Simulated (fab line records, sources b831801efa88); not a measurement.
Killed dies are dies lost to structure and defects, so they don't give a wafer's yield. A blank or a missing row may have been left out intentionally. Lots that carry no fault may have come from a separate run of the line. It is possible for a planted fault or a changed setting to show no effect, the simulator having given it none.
fab line records    flow gf180mcu
record lots=24  wafers=72  lastDay=34
route steps=602 shown VT_IMPLANT@97 HV_LDD@208 M1@331 V1@340 V2@408
lots that met no fault: from a run of the same line without faults
startH: start of the lot's first displayed wafer, in hours after the record's first day    waitH: how many hours have passed since the lot's step before this one    " as in the row above    L1.1+2: a single row standing in for several wafers    - no value present, or no start provided    * or withheld: withheld    < > ~ a bound
route shown NAME@n: names a module that has steps shown in the file, with the first one's number in the route    usual: average and standard deviation across the fault-free wafers    same: alike in all rows    chamber/n: place in a boat    sites: per-site readings    _std_site: standard deviation across them    _edge_site: inner sites' mean taken away from outer sites' mean    radiusMm: for every site, how far away it sits from the centre of the wafer    mask NAME#n: copy n    behind: the most recent tool/chamber to have shaped the wafer    hold: the reason the lot was held/the length of the hold in hours/how it ended    device: transistor that didn't switch, given as n, p or np    end of line: tests of these same wafers at the route's end    step lacking rows: just its recipe    killed: the dies lost at the first sort to structure and to defects; this is not the yield of the wafer    map: dies across one wafer; x = killed, . = not, _ = none there
set.NAME: the setting as run; set.NAME@STEP: as run at that earlier step    model.NAME: the simulator's own value behind a step, which no gauge read
the route's steps for a sample of lots (tables are steps, rows are wafers)
services: the hour from which a tool's chamber was out of use, counted from the record's first day as startH (under 0 if before that day), plus the number of hours and why
## steps
# step GF_VT_IMPLANT_OVL_MEAS_07
# usual VT_IMPLANT_OVL=0.6/1.4
lot.wafer  tool        chamber  startH  waitH  VT_IMPLANT_OVL[nm]
L074.1     overlay-02  -        109.09  0.1    -1.3
L074.5     "           -        "       "      -2.6
L074.6     "           -        "       "      -0.3
L075.2     overlay-02  -        113.70  0.1    0.1
L075.4     "           -        "       "      1.5
L075.6     "           -        "       "      1.1
L076.1     overlay-02  -        121.49  0.1    -2.8
L076.4     "           -        "       "      -2.7
L076.5     "           -        "       "      -1.7
L077.3     overlay-02  -        127.62  0.1    1.5
L077.4     "           -        "       "      2.6
L077.6     "           -        "       "      3.4
L078.2     overlay-02  -        133.45  0.1    2.8
L078.3     "           -        "       "      2.3
L078.5     "           -        "       "      2.2
L079.3     overlay-02  -        140.72  0.1    -0.2
L079.4     "           -        "       "      0.3
L079.6     "           -        "       "      -0.3
L080.4     overlay-02  -        146.86  0.1    0.3
L080.5     "           -        "       "      0.5
L080.6     "           -        "       "      0.0
L081.2     overlay-02  -        158.26  0.1    1.9
L081.4     "           -        "       "      -0.3
L081.5     "           -        "       "      0.5
L082.4     overlay-01  -        158.46  0.1    2.1
L082.5     "           -        "       "      2.2
L082.6     "           -        "       "      2.3
L083.4     overlay-01  -        165.71  0.1    1.5
L083.5     "           -        "       "      3.1
L083.6     "           -        "       "      3.3
L084.1     overlay-02  -        176.54  0.1    2.4
L084.3     "           -        "       "      2.2
L084.4     "           -        "       "      1.5
L085.1     overlay-01  -        188.14  0.1    -0.7
L085.3     "           -        "       "      0.0
L085.5     "           -        "       "      0.5
L086.4     overlay-02  -        196.28  0.1    1.2
L086.5     "           -        "       "      -0.4
L086.6     "           -        "       "      0.9
L087.3     overlay-01  -        197.17  0.1    -0.3
L087.4     "           -        "       "      0.9
L087.5     "           -        "       "      1.2
L088.2     overlay-02  -        203.65  0.1    -0.5
L088.3     "           -        "       "      1.3
L088.5     "           -        "       "      1.3
L089.1     overlay-01  -        208.84  0.1    1.3
L089.2     "           -        "       "      0.3
L089.3     "           -        "       "      1.2
L090.1     overlay-02  -        214.44  0.1    0.0
L090.4     "           -        "       "      -1.3
L090.6     "           -        "       "      -0.7
L091.3     overlay-02  -        223.27  0.1    0.3
L091.4     "           -        "       "      0.9
L091.6     "           -        "       "      1.9
L092.1     overlay-02  -        225.29  0.1    1.0
L092.4     "           -        "       "      0.5
L092.6     "           -        "       "      1.0
L093.3     overlay-02  -        227.35  0.1    0.1
L093.4     "           -        "       "      -0.1
L093.6     "           -        "       "      -1.8
L094.1     overlay-02  -        234.26  0.1    1.9
L094.2     "           -        "       "      0.5
L094.4     "           -        "       "      -1.5
L095.2     overlay-02  -        237.30  0.1    -0.4
L095.5     "           -        "       "      0.8
L095.6     "           -        "       "      -0.2
L096.3     overlay-02  -        244.95  0.1    0.2
L096.4     "           -        "       "      1.3
L096.6     "           -        "       "      2.5
L097.3     overlay-02  -        251.87  0.1    0.5
L097.4     "           -        "       "      -0.9
L097.5     "           -        "       "      0.1
# step GF_VT_IMPLANT_OVL_MEAS_29
# usual VT_IMPLANT_02_OVL=0.2/1.4
lot.wafer  tool        chamber  startH  waitH  VT_IMPLANT_02_OVL[nm]
L074.1     overlay-02  -        139.99  0.1    -0.8
L074.5     "           -        "       "      0.6
L074.6     "           -        "       "      -1.5
L075.2     overlay-02  -        143.62  0.1    0.4
L075.4     "           -        "       "      0.8
L075.6     "           -        "       "      -1.1
L076.1     overlay-01  -        152.69  0.1    2.5
L076.4     "           -        "       "      3.1
L076.5     "           -        "       "      3.1
L077.3     overlay-01  -        159.00  0.1    0.6
L077.4     "           -        "       "      1.1
L077.6     "           -        "       "      -0.1
L078.2     overlay-02  -        166.40  0.1    1.9
L078.3     "           -        "       "      0.7
L078.5     "           -        "       "      0.5
L079.3     overlay-01  -        172.32  0.1    1.2
L079.4     "           -        "       "      0.7
L079.6     "           -        "       "      0.3
L080.4     overlay-01  -        178.58  0.1    1.4
L080.5     "           -        "       "      -0.3
L080.6     "           -        "       "      0.0
L081.2     overlay-02  -        191.05  0.1    -0.6
L081.4     "           -        "       "      -3.6
L081.5     "           -        "       "      -3.2
L082.4     overlay-02  -        191.71  0.1    -1.5
L082.5     "           -        "       "      0.8
L082.6     "           -        "       "      -1.7
L083.4     overlay-01  -        198.71  0.1    1.6
L083.5     "           -        "       "      1.8
L083.6     "           -        "       "      0.8
L084.1     overlay-01  -        210.06  0.1    -0.2
L084.3     "           -        "       "      -0.9
L084.4     "           -        "       "      0.9
L085.1     overlay-02  -        221.66  0.1    -0.7
L085.3     "           -        "       "      -2.3
L085.5     "           -        "       "      -2.7
L086.4     overlay-02  -        232.36  0.1    0.0
L086.5     "           -        "       "      0.9
L086.6     "           -        "       "      -0.3
L087.3     overlay-01  -        232.65  0.1    0.4
L087.4     "           -        "       "      0.2
L087.5     "           -        "       "      0.9
L088.2     overlay-02  -        238.31  0.1    1.0
L088.3     "           -        "       "      1.9
L088.5     "           -        "       "      2.5
L089.1     overlay-01  -        243.61  0.1    -1.2
L089.2     "           -        "       "      0.0
L089.3     "           -        "       "      0.4
L090.1     overlay-02  -        249.96  0.1    0.1
L090.4     "           -        "       "      -0.1
L090.6     "           -        "       "      0.4
L091.3     overlay-02  -        260.17  0.1    0.6
L091.4     "           -        "       "      2.7
L091.6     "           -        "       "      2.2
L092.1     overlay-01  -        263.44  0.1    -0.6
L092.4     "           -        "       "      0.9
L092.6     "           -        "       "      -1.5
L093.3     overlay-02  -        264.50  0.1    -2.1
L093.4     "           -        "       "      -1.2
L093.6     "           -        "       "      -0.9
L094.1     overlay-01  -        272.04  0.1    -0.4
L094.2     "           -        "       "      1.3
L094.4     "           -        "       "      1.7
L095.2     overlay-01  -        275.45  0.1    0.1
L095.5     "           -        "       "      -1.8
L095.6     "           -        "       "      -0.4
L096.3     overlay-02  -        283.95  0.1    0.3
L096.4     "           -        "       "      3.2
L096.6     "           -        "       "      0.6
L097.3     overlay-02  -        290.32  0.1    -2.1
L097.4     "           -        "       "      -2.1
L097.5     "           -        "       "      -1.6
# step GF_HV_LDD_OVL_MEAS_32
# usual HV_LDD_02_OVL=-0.8/1.5
lot.wafer  tool        chamber  startH  waitH  HV_LDD_02_OVL[nm]
L074.1     overlay-01  -        252.91  0.1    -3.4
L074.5     "           -        "       "      -3.2
L074.6     "           -        "       "      -2.8
L075.2     overlay-01  -        256.08  0.1    -1.1
L075.4     "           -        "       "      -1.6
L075.6     "           -        "       "      -2.3
L076.1     overlay-02  -        263.86  0.1    -1.4
L076.4     "           -        "       "      -1.5
L076.5     "           -        "       "      -1.5
L077.3     overlay-02  -        270.92  0.1    -0.6
L077.4     "           -        "       "      0.4
L077.6     "           -        "       "      -0.2
L078.2     overlay-01  -        281.33  0.1    -1.0
L078.3     "           -        "       "      -1.1
L078.5     "           -        "       "      -2.4
L079.3     overlay-02  -        293.72  0.1    -2.4
L079.4     "           -        "       "      -1.7
L079.6     "           -        "       "      -2.5
L080.4     overlay-01  -        298.73  0.1    -2.8
L080.5     "           -        "       "      -2.8
L080.6     "           -        "       "      -2.3
L081.2     overlay-01  -        311.13  0.1    -1.4
L081.4     "           -        "       "      -1.2
L081.5     "           -        "       "      0.4
L082.4     overlay-02  -        315.99  0.1    -1.8
L082.5     "           -        "       "      -2.3
L082.6     "           -        "       "      -1.4
L083.4     overlay-02  -        321.18  0.1    2.3
L083.5     "           -        "       "      -0.2
L083.6     "           -        "       "      -0.1
L084.1     overlay-01  -        336.11  0.1    2.0
L084.3     "           -        "       "      0.6
L084.4     "           -        "       "      2.3
L085.1     overlay-01  -        349.56  0.1    0.7
L085.3     "           -        "       "      1.2
L085.5     "           -        "       "      1.3
L086.4     overlay-02  -        362.64  0.1    -1.3
L086.5     "           -        "       "      -1.3
L086.6     "           -        "       "      0.1
L087.3     overlay-02  -        364.54  0.1    0.7
L087.4     "           -        "       "      1.5
L087.5     "           -        "       "      1.1
L088.2     overlay-02  -        369.16  0.1    -0.1
L088.3     "           -        "       "      1.5
L088.5     "           -        "       "      -0.1
L089.1     overlay-01  -        379.03  0.1    1.0
L089.2     "           -        "       "      -0.4
L089.3     "           -        "       "      0.6
L090.1     overlay-01  -        383.16  0.1    -1.8
L090.4     "           -        "       "      -0.2
L090.6     "           -        "       "      0.7
L091.3     overlay-02  -        396.57  0.1    -3.2
L091.4     "           -        "       "      -2.2
L091.6     "           -        "       "      -1.6
L092.1     overlay-02  -        399.74  0.1    0.5
L092.4     "           -        "       "      1.8
L092.6     "           -        "       "      1.1
L093.3     overlay-02  -        399.97  0.1    -0.2
L093.4     "           -        "       "      0.9
L093.6     "           -        "       "      0.5
L094.1     overlay-01  -        409.06  0.1    0.3
L094.2     "           -        "       "      -0.7
L094.4     "           -        "       "      -1.3
L095.2     overlay-01  -        415.13  0.1    -2.4
L095.5     "           -        "       "      -3.1
L095.6     "           -        "       "      -2.1
L096.3     overlay-02  -        424.57  0.1    -0.7
L096.4     "           -        "       "      -0.6
L096.6     "           -        "       "      -0.6
L097.3     overlay-01  -        431.17  0.1    -1.2
L097.4     "           -        "       "      -2.7
L097.5     "           -        "       "      -2.3
# step GF_M1_METAL_ETCH_16
# recipe chemistry=Cl2/BCl3  maskMaterial=KrF  targetDepthNm=627.5  stopOn=SiO2  pressureMtorr=8  icpW=800  biasW=140  Cl2_flow_sccm=80  bcl3FlowSccm=40  timeS=104.6
# usual drypumpMotorCurrentA=5.4/0.35  oesProductAu=0.973/0.0066  throttleValvePct=28.248/0.0097
lot.wafer  tool         chamber  startH  waitH  drypumpMotorCurrentA  oesProductAu  rfHoursCounterH  throttleValvePct
L074.1     rieMetal-04  0        385.84  0.0    5.2                   0.971         8                28.245
L074.5     "            1        "       "      5.8                   0.975         -                28.250
L074.6     "            0        "       "      5.2                   0.973         -                28.265
L075.2     rieMetal-02  0        389.74  0.0    5.1                   0.969         2                28.252
L075.4     "            0        "       "      5.1                   0.960         -                28.259
L075.6     "            1        "       "      5.0                   0.976         -                28.237
L076.1     rieMetal-04  0        400.65  0.0    5.1                   0.975         9                28.233
L076.4     "            1        "       "      5.7                   0.980         -                28.242
L076.5     "            0        "       "      5.2                   0.981         -                28.243
L077.3     rieMetal-02  0        408.10  0.1    5.0                   0.970         -                28.251
L077.4     "            1        "       "      5.0                   0.980         -                28.261
L077.6     "            1        "       "      5.0                   0.981         -                28.245
L078.2     rieMetal-04  1        420.56  0.0    5.7                   0.976         8                28.255
L078.3     "            0        "       "      5.2                   0.989         -                28.238
L078.5     "            0        "       "      5.2                   0.971         -                28.229
L079.3     rieMetal-02  0        436.63  0.1    5.0                   0.985         -                28.250
L079.4     "            1        "       "      5.0                   0.974         -                28.227
L079.6     "            0        "       "      5.0                   0.975         -                28.253
L080.4     rieMetal-03  0        444.45  0.0    5.8                   0.973         -                28.242
L080.5     "            0        "       "      5.8                   0.975         -                28.243
L080.6     "            1        "       "      5.8                   0.957         -                28.241
L081.2     rieMetal-04  0        456.06  0.0    5.2                   0.973         9                28.254
L081.4     "            0        "       "      5.2                   0.970         -                28.250
L081.5     "            1        "       "      5.7                   0.976         -                28.265
L082.4     rieMetal-03  0        460.27  0.1    5.8                   0.991         -                28.235
L082.5     "            0        "       "      5.8                   0.981         -                28.258
L082.6     "            0        "       "      5.8                   0.979         -                28.242
L083.4     rieMetal-04  0        468.03  0.0    5.2                   0.975         -                28.245
L083.5     "            1        "       "      5.7                   0.980         -                28.252
L083.6     "            0        "       "      5.2                   0.968         -                28.245
L084.1     rieMetal-03  0        482.59  0.0    5.8                   0.964         8                28.249
L084.3     "            1        "       "      5.8                   0.962         -                28.246
L084.4     "            0        "       "      5.8                   0.968         -                28.243
L085.1     rieMetal-03  0        498.99  0.0    5.8                   0.970         8                28.243
L085.3     "            0        "       "      5.8                   0.981         -                28.252
L085.5     "            0        "       "      5.8                   0.984         -                28.236
L086.4     rieMetal-02  0        511.40  0.0    5.1                   0.971         -                28.263
L086.5     "            1        "       "      5.0                   0.966         -                28.246
L086.6     "            0        "       "      5.0                   0.978         -                28.246
L087.3     rieMetal-03  1        514.61  0.1    5.8                   0.967         -                28.242
L087.4     "            0        "       "      5.8                   0.975         -                28.242
L087.5     "            0        "       "      5.8                   0.964         -                28.249
L088.2     rieMetal-02  0        518.29  0.0    5.0                   0.981         5                28.246
L088.3     "            0        "       "      5.0                   0.970         -                28.248
L088.5     "            0        "       "      5.0                   0.975         -                28.253
L089.1     rieMetal-03  1        528.09  0.0    5.8                   0.963         1                28.247
L089.2     "            0        "       "      5.8                   0.969         9                28.254
L089.3     "            0        "       "      5.8                   0.967         -                28.264
L090.1     rieMetal-04  0        531.71  0.0    5.2                   0.985         1                28.228
L090.4     "            0        "       "      5.2                   0.977         -                28.267
L090.6     "            0        "       "      5.2                   0.973         -                28.252
L091.3     rieMetal-03  0        543.85  0.1    5.8                   0.979         -                28.247
L091.4     "            1        "       "      5.8                   0.977         -                28.255
L091.6     "            0        "       "      5.8                   0.980         -                28.244
L092.1     rieMetal-02  0        548.71  0.0    5.0                   0.980         6                28.232
L092.4     "            0        "       "      5.1                   0.973         -                28.235
L092.6     "            0        "       "      5.0                   0.970         -                28.257
L093.3     rieMetal-04  1        549.82  0.1    5.7                   0.971         -                28.238
L093.4     "            0        "       "      5.2                   0.970         -                28.248
L093.6     "            1        "       "      5.7                   0.977         -                28.230
L094.1     rieMetal-04  1        558.49  0.0    5.7                   0.966         11               28.243
L094.2     "            0        "       "      5.2                   0.966         1                28.269
L094.4     "            1        "       "      5.7                   0.981         -                28.250
L095.2     rieMetal-02  1        562.99  0.0    5.0                   0.985         5                28.252
L095.5     "            0        "       "      5.1                   0.973         -                28.245
L095.6     "            1        "       "      5.0                   0.969         -                28.236
L096.3     rieMetal-03  0        572.30  0.1    5.8                   0.977         -                28.255
L096.4     "            1        "       "      5.8                   0.972         -                28.254
L096.6     "            1        "       "      5.8                   0.965         -                28.253
L097.3     rieMetal-04  0        578.02  0.1    5.2                   0.972         -                28.250
L097.4     "            0        "       "      5.2                   0.969         -                28.249
L097.5     "            0        "       "      5.2                   0.967         -                28.254
# step GF_V1_BOW_MEAS_05
# recipe mode=bow
# usual V1_BOW=83/8.9
lot.wafer  tool          chamber  startH  waitH  V1_BOW[um]
L074.1     filmMetro-04  -        387.05  0.1    70
L074.5     "             -        "       "      90
L074.6     "             -        "       "      79
L075.2     filmMetro-04  -        390.97  0.3    73
L075.4     "             -        "       "      81
L075.6     "             -        "       "      70
L076.1     filmMetro-02  -        401.94  0.1    76
L076.4     "             -        "       "      83
L076.5     "             -        "       "      78
L077.3     filmMetro-02  -        409.34  0.2    79
L077.4     "             -        "       "      87
L077.6     "             -        "       "      86
L078.2     filmMetro-04  -        421.79  0.2    85
L078.3     "             -        "       "      84
L078.5     "             -        "       "      106
L079.3     filmMetro-04  -        437.93  0.3    95
L079.4     "             -        "       "      79
L079.6     "             -        "       "      95
L080.4     filmMetro-04  -        446.02  0.3    85
L080.5     "             -        "       "      93
L080.6     "             -        "       "      89
L081.2     filmMetro-04  -        457.32  0.2    72
L081.4     "             -        "       "      91
L081.5     "             -        "       "      86
L082.4     filmMetro-02  -        461.57  0.3    69
L082.5     "             -        "       "      74
L082.6     "             -        "       "      76
L083.4     filmMetro-03  -        469.26  0.3    92
L083.5     "             -        "       "      68
L083.6     "             -        "       "      84
L084.1     filmMetro-03  -        483.83  0.2    76
L084.3     "             -        "       "      87
L084.4     "             -        "       "      85
L085.1     filmMetro-03  -        500.21  0.1    87
L085.3     "             -        "       "      86
L085.5     "             -        "       "      98
L086.4     filmMetro-02  -        512.64  0.2    82
L086.5     "             -        "       "      102
L086.6     "             -        "       "      82
L087.3     filmMetro-02  -        515.91  0.2    63
L087.4     "             -        "       "      72
L087.5     "             -        "       "      68
L088.2     filmMetro-02  -        519.52  0.1    91
L088.3     "             -        "       "      76
L088.5     "             -        "       "      81
L089.1     filmMetro-03  -        529.33  0.2    80
L089.2     "             -        "       "      83
L089.3     "             -        "       "      83
L090.1     filmMetro-02  -        532.95  0.2    65
L090.4     "             -        "       "      64
L090.6     "             -        "       "      87
L091.3     filmMetro-04  -        545.06  0.3    97
L091.4     "             -        "       "      87
L091.6     "             -        "       "      84
L092.1     filmMetro-02  -        549.95  0.2    74
L092.4     "             -        "       "      64
L092.6     "             -        "       "      77
L093.3     filmMetro-03  -        551.07  0.2    76
L093.4     "             -        "       "      85
L093.6     "             -        "       "      78
L094.1     filmMetro-02  -        559.76  0.1    81
L094.2     "             -        "       "      86
L094.4     "             -        "       "      77
L095.2     filmMetro-02  -        564.30  0.2    91
L095.5     "             -        "       "      101
L095.6     "             -        "       "      90
L096.3     filmMetro-04  -        573.59  0.3    91
L096.4     "             -        "       "      86
L096.6     "             -        "       "      102
L097.3     filmMetro-04  -        579.31  0.3    79
L097.4     "             -        "       "      78
L097.5     "             -        "       "      83
# step GF_V2_CMP_26
# recipe stopOn=SiO2  downForcePsi=3.5  platenRpm=60  tOverpolishS=15  targetThkNm=0  padVelocityMS=0.94248
# usual motorCurrentA=10.8/1.3  overpolishRunS=15.001/0.0088  timeToEndpointS=85/3.5
# same tOverpolishS=15
lot.wafer  tool    chamber  startH  waitH  motorCurrentA  overpolishRunS  timeToEndpointS
L074.1     cmp-02  2        461.73  0.1    10.0           14.993          87
L074.6     "       0        "       "      13.5           15.004          90
L074.5     "       1        "       "      10.1           14.993          80
L075.2     cmp-01  2        466.56  0.0    11.8           15.000          81
L075.4     "       0        "       "      11.3           15.000          89
L075.6     "       3        "       "      10.6           15.000          82
L076.1     cmp-01  1        478.81  0.1    11.9           15.011          90
L076.4     "       3        "       "      10.6           14.996          87
L076.5     "       1        "       "      11.4           14.996          87
L077.3     cmp-02  1        485.46  0.0    10.7           14.992          78
L077.4     "       0        "       "      13.0           14.996          80
L077.6     "       1        "       "      9.8            15.009          77
L078.2     cmp-02  3        496.96  0.1    9.0            14.997          80
L078.3     "       0        "       "      14.0           15.020          82
L078.5     "       3        "       "      9.5            15.009          84
L079.4     cmp-01  2        513.80  0.0    12.2           14.986          80
L079.3     "       0        "       "      11.0           14.988          88
L079.6     "       2        "       "      11.8           15.005          86
L080.4     cmp-01  1        520.75  0.2    10.9           15.004          84
L080.6     "       2        "       "      11.3           15.004          87
L080.5     "       3        "       "      10.9           15.007          85
L081.2     cmp-01  3        531.05  0.0    10.9           15.001          85
L081.4     "       2        "       "      11.1           15.003          90
L081.5     "       3        "       "      10.7           14.996          87
L082.4     cmp-02  3        536.43  0.1    8.6            14.997          85
L082.6     "       2        "       "      9.6            15.016          82
L082.5     "       3        "       "      9.2            14.992          82
L083.4     cmp-01  0        543.55  0.2    11.3           14.997          90
L083.5     "       0        "       "      11.7           15.008          91
L083.6     "       1        "       "      11.6           14.997          90
L084.3     cmp-02  1        556.31  0.0    10.1           14.990          80
L084.1     "       2        "       "      9.4            15.002          78
L084.4     "       3        "       "      9.3            15.012          82
L085.3     cmp-02  3        571.97  0.1    8.9            14.991          82
L085.1     "       0        "       "      13.7           14.993          84
L085.5     "       1        "       "      10.0           14.992          79
L086.4     cmp-02  3        584.16  0.1    8.8            15.013          87
L086.5     "       1        "       "      10.1           15.002          83
L086.6     "       2        "       "      9.5            15.016          85
L087.3     cmp-01  0        587.59  0.0    10.5           15.000          89
L087.4     "       1        "       "      11.9           14.989          92
L087.5     "       0        "       "      11.4           14.996          89
L088.3     cmp-02  2        590.49  0.1    10.0           14.998          88
L088.2     "       0        "       "      13.6           15.012          88
L088.5     "       1        "       "      10.0           15.002          84
L089.3     cmp-01  2        600.53  0.0    11.8           14.992          89
L089.2     "       3        "       "      10.2           14.992          89
L089.1     "       0        "       "      10.7           14.981          89
L090.1     cmp-02  3        603.30  0.1    9.3            14.996          83
L090.4     "       0        "       "      13.1           15.008          88
L090.6     "       0        "       "      12.9           15.004          89
L091.4     cmp-02  0        613.94  0.3    13.4           15.003          85
L091.3     "       2        "       "      10.1           15.012          85
L091.6     "       3        "       "      9.2            15.001          85
L092.1     cmp-02  1        618.63  0.1    10.4           15.009          83
L092.4     "       2        "       "      10.0           14.999          83
L092.6     "       1        "       "      10.4           15.002          81
L093.3     cmp-02  2        620.98  0.2    9.6            14.995          85
L093.4     "       3        "       "      9.5            15.005          82
L093.6     "       0        "       "      12.9           15.017          87
L094.2     cmp-02  3        627.46  0.0    9.1            14.991          90
L094.4     "       0        "       "      13.4           15.004          89
L094.1     "       1        "       "      10.1           14.995          81
L095.2     cmp-01  2        632.30  0.2    11.8           15.012          80
L095.6     "       3        "       "      10.1           15.016          81
L095.5     "       0        "       "      11.3           14.999          85
L096.4     cmp-01  1        641.16  0.1    10.9           14.994          84
L096.3     "       2        "       "      11.7           14.999          84
L096.6     "       3        "       "      10.8           15.010          85
L097.4     cmp-02  1        645.21  0.0    10.4           15.001          81
L097.3     "       2        "       "      10.1           15.010          85
L097.5     "       2        "       "      9.3            14.988          84
## services
tool         chamber  startH  hours  kind
rieMetal-02  0        363.27  6.4    repair
cmp-01       -        404.00  4.0    pm
cmp-01       -        408.00  -      consumableReplace:conditioner
cmp-01       -        408.00  -      consumableReplace:pad
rieMetal-03  -        414.71  14.6   pm
rieMetal-04  0        431.15  13.9   repair
cmp-02       -        453.00  1.2    repair
rieMetal-02  1        478.15  17.9   repair
rieMetal-04  0        481.19  -      clean
rieMetal-04  0        481.19  11.8   scheduledDown
rieMetal-04  0        481.19  11.8   ventCycle
rieMetal-04  -        494.38  0.8    repair
cmp-02       -        543.25  2.3    repair
rieMetal-04  0        547.88  1.8    repair
cmp-01       -        552.71  1.8    repair
rieMetal-04  1        558.60  -      clean
rieMetal-03  -        565.56  0.1    repair
cmp-02       -        572.19  4.0    pm
cmp-02       -        576.19  -      consumableReplace:conditioner
cmp-02       -        576.19  -      consumableReplace:pad
cmp-02       -        588.27  0.6    repair
cmp-02       -        603.78  0.2    repair
rieMetal-02  0        606.87  5.2    repair
cmp-01       -        611.37  12.7   repair
## key
fault none
